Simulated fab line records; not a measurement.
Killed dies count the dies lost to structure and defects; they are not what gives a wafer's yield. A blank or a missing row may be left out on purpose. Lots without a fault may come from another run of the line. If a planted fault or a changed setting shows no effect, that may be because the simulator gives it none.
One fault through the eyes of 2 desks -- flow gf180mcu -- only its own numbers are on each desk; what lay behind them is given at the end

## THE METROLOGY DESK
What the gauges read for every lot (on any tool): the sampled wafers with a number, averaged. Marked OUT: a lot whose mean sits more than 4 standard deviations from the usual mean, which makes it out of limits; the brackets give that distance.
Columns: A = VT_IMPLANT_OVL at GF_VT_IMPLANT_OVL_MEAS_07, usual -0.4 nm; B = VT_IMPLANT_03_OVL at GF_VT_IMPLANT_OVL_MEAS_40, usual -0.3 nm; C = MVSD_RS at GF_VT_IMPLANT_RS_MEAS_46, usual 456.8 ohm/sq
lot,first seen here,A,B,C
L991,day 5 20:53,-0.8,0.6,456.2
L992,day 6 02:24,-2.8,-0.0,455.8
L994,day 6 14:51,0.2,-0.6,458.2
L995,day 6 22:27,-1.5,0.8,455.9
L996,day 7 02:23,-1.4,1.1,458.0
L997,day 7 11:35,0.7,-1.3,456.6
L999,day 8 00:18,-0.9,-0.9,455.4
L102,day 8 18:30,-0.6,0.8,481.6 (+21) OUT
L103,day 8 23:43,0.5,0.0,457.0
L105,day 9 15:59,-0.8,0.1,482.5 (+21) OUT
L108,day 10 08:29,0.3,-0.7,456.7
L110,day 10 22:01,-0.0,0.3,457.5
L113,day 11 14:42,-0.1,0.5,458.5
This desk's finding: out of limits on L102, L105; first on L102, day 11 01:02 (MVSD_RS at GF_VT_IMPLANT_RS_MEAS_46). Within limits: L991, L992, L994, L995, L996, L997, L999, L103, L108, L110, L113.

## THE TOOL OWNER'S DESK: implanter-01
For each lot that ran on this tool, the mean over its sampled wafers that have a number, from the tool's own readings at GF_MVSD_IMPLANT_08. Marked OUT: a lot whose mean sits more than 4 standard deviations from the usual mean, which makes it out of limits; the brackets give that distance.
Columns: A = beamEnergyKeV at GF_MVSD_IMPLANT_08, usual 400.00
lot,first seen here,A
L991,day 4 17:01,400.02
L992,day 4 21:30,399.91
L994,day 5 09:17,400.04
L997,day 6 05:01,400.05
L102,day 7 08:50,308.58 (-99 or more) OUT
L105,day 8 05:07,308.45 (-99 or more) OUT
Finding of this desk: L102, L105 out of limits; the first was L102 at day 7 08:50, on beamEnergyKeV at GF_MVSD_IMPLANT_08. Within limits: L991, L992, L994, L997.

## ALL TOGETHER
At day 7 08:50, on L102, L105, the tool owner's desk was in a position to raise an alarm.
At day 11 01:02 the metrology desk could have sounded an alarm, on L102, L105.
Of the lots named, all ran GF_MVSD_IMPLANT_08 on implanter-01.

## WHAT THE SIMULATOR HAD INSERTED
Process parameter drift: implanter-01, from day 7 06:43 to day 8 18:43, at GF_MVSD_IMPLANT_08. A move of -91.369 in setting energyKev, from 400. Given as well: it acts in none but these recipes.
Struck lots among those shown: L102, L105.
Time in hours from fault onset to the first out-of-limits reading at each desk: tool owner's desk 2, metrology desk 90.
